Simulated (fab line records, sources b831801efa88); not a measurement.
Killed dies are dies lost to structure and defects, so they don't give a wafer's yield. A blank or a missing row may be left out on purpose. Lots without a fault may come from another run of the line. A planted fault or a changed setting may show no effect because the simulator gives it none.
Problem report in the 8D (eight disciplines) form, filled by code | flow sky130 | the parts of the form that need people (team, actions taken, sign-off) are left out

1. THE PROBLEM
killed_at_M0_to_M3 at SKY_PAD_OPEN_PROBE_99 reads a mean of 94 on 6 wafers of 2 lots; wafers without a fault read 43 with a standard deviation of 7.2. That is +7.0 standard deviations from the usual mean.
First seen on wafer L591.4, day 46 17:52, on prober-01. The record holds 39 wafers of 13 lots with a number at this step. Rule for "out", or "out of limits": more than 4 standard deviations from the usual mean. The other wafers with a number count as sound.

2. WHAT IT IS AND WHAT IT IS NOT
question                    | is                                      | is not
which readings at this step | killed_at_M0_to_M3, sort_bin_5_function | killed_at_M4_up, killed_at_contacts, killed_at_front_end, killed_at_other, killed_open, killed_short
which lots                  | L591, L594                              | L589, L590, L593, L600, L602, L604, L607, L608, L610, L611, L612
which wafers of those lots  | all that have a number                  | -
read on which tools         | prober-01                               | prober-02
when                        | from day 46 17:52                       | up to then (6 sound wafers); but 27 sound wafers of L593, L600, L602, L604, L607, L608, L610, L611, L612 came after

3. SUSPECTS, AND WHAT RULES EACH OUT
Counting: a tool at a process step up to the reading stays a suspect if it ran every lot that is out and no sound lot after the first of them.
- wet_bench-03 at SKY_METAL1_STRIP_21 (strips in post etch residue remover, time 1200 s): ruled out as a lasting fault. Sound lots L604, L608, L612 ran on it after its first lot that is out, L591 (day 33 18:58).
- cmp-02 at SKY_VIA4_CMP_02 (polishes SiO2): ruled out as a lasting fault. Sound lots L593, L600, L608, L612 ran on it after its first lot that is out, L591 (day 42 19:48).
- prober-01 at SKY_PAD_OPEN_PROBE_99: ruled out as a lasting fault. Sound lots L604, L607, L610, L611 ran on it after its first lot that is out, L591 (day 46 17:52).
Left after counting: nothing in the record.

4. THE CAUSE (what the simulator had put in)
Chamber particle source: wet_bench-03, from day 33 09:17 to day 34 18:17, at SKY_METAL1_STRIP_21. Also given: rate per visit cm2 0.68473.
Counting ruled it out, wrongly: the rule takes a fault to strike every lot that its tool runs from its start on, and this one did not.

5. THE CHAIN OF EFFECTS, in route order
Each row: a reading whose mean over the struck wafers that have a number lies more than 3 standard deviations from the usual. Only readings for which the record gives a usual standard deviation are gone through. hours: the time from each lot's start at the first step in this table that gives one to its start at this step, as a median over the lots. sigmas: the change in usual standard deviations.
hours | step                  | reading              | usual  | on struck wafers | change | sigmas
0     | SKY_PAD_OPEN_PROBE_99 | defect_limited_yield | 82.6 % | 72.4             | -10.2  | -5.4
0     | SKY_PAD_OPEN_PROBE_99 | killed_at_M0_to_M3   | 43     | 94               | +51    | +7.0
0     | SKY_PAD_OPEN_PROBE_99 | killed_dies          | 85     | 136              | +51    | +5.4
0     | SKY_PAD_OPEN_PROBE_99 | sort_bin_3_pad_short | 0.8 %  | 2.4              | +1.6   | +4.4
0     | SKY_PAD_OPEN_PROBE_99 | sort_bin_5_function  | 10.2 % | 17.4             | +7.2   | +5.1
0     | SKY_PAD_OPEN_PROBE_99 | sort_n_pass          | 407    | 356              | -51    | -5.4
0     | SKY_PAD_OPEN_PROBE_99 | sort_yield_pct       | 82.6 % | 72.4             | -10.2  | -5.4
The process steps in it:
- SKY_PAD_OPEN_PROBE_99

6. WHAT WOULD HAVE CAUGHT IT SOONER
In this record the first reading out of limits was taken at day 46 17:52, 321 hours after the fault began at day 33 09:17.
